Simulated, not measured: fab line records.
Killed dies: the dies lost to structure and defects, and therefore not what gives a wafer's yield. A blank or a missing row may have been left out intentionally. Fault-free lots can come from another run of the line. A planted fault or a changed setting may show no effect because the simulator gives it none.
Matching of chambers :: flow sky130 :: 4 sister chambers for SKY_VIA2_CMP_24 on cmp-02
The step polishes, stops on SiO2, t overpolish 20 s, target thk 0 nm. 8 wafers are shown with their chamber, then 7 later ones without.

## EACH WAFER AND ITS CHAMBER
wafer: L122.2
chamber: 2
motorCurrentA (A): 12.1
retainingRingPressureFrac: 1.005

wafer: L122.5
chamber: 2
motorCurrentA (A): 12.2
retainingRingPressureFrac: 1.006

wafer: L125.4
chamber: 3
motorCurrentA (A): 10.8
retainingRingPressureFrac: 0.997

wafer: L130.2
chamber: 0
motorCurrentA (A): 11.3
retainingRingPressureFrac: 1.003

wafer: L130.3
chamber: 1
motorCurrentA (A): 8.5
retainingRingPressureFrac: 1.001

wafer: L130.5
chamber: 1
motorCurrentA (A): 8.5
retainingRingPressureFrac: 1.004

wafer: L131.1
chamber: 0
motorCurrentA (A): 10.5
retainingRingPressureFrac: 0.992

wafer: L131.5
chamber: 3
motorCurrentA (A): 11.3
retainingRingPressureFrac: 0.998

## WAFERS WITHOUT THEIR CHAMBER
wafer: L131.6
motorCurrentA (A): 10.5
retainingRingPressureFrac: 0.997

wafer: L141.1
motorCurrentA (A): 12.2
retainingRingPressureFrac: 1.006

wafer: L141.4
motorCurrentA (A): 10.2
retainingRingPressureFrac: 1.002

wafer: L141.6
motorCurrentA (A): 10.7
retainingRingPressureFrac: 1.005

wafer: L142.1
motorCurrentA (A): 11.5
retainingRingPressureFrac: 1.000

wafer: L142.4
motorCurrentA (A): 10.2
retainingRingPressureFrac: 0.994

wafer: L142.6
motorCurrentA (A): 8.5
retainingRingPressureFrac: 1.010

## THE CHAMBER EACH PASSED THROUGH
wafer: L131.6
from the rows above: can't be placed: 0 or 3
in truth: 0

wafer: L141.1
from the rows above: 2
in truth: 2

wafer: L141.4
from the rows above: can't be placed: 0 or 3
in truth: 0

wafer: L141.6
from the rows above: can't be placed: 0 or 3
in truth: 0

wafer: L142.1
from the rows above: can't be placed: 3 or 0 or 2
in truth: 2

wafer: L142.4
from the rows above: can't be placed: 0 or 3
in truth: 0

wafer: L142.6
from the rows above: 1
in truth: 1
2 of 7 placed correctly. Unplaceable from these rows: 5, with the true chamber sitting among the candidates in 5. 0 placed wrongly.
How it was worked out, from the rows above alone: a wafer's distance from a chamber is the root of the sum, over the readings, of the square of ((its reading less the chamber's mean) divided by the reading's scatter). The wafer belongs to the nearest chamber; if the next one is less than 2 further off, it can't be placed. A chamber's mean is the mean of its shown wafers. The scatter: the root of (the sum of the squares of (reading less its chamber's mean) over the shown wafers, divided by (wafers less chambers)).
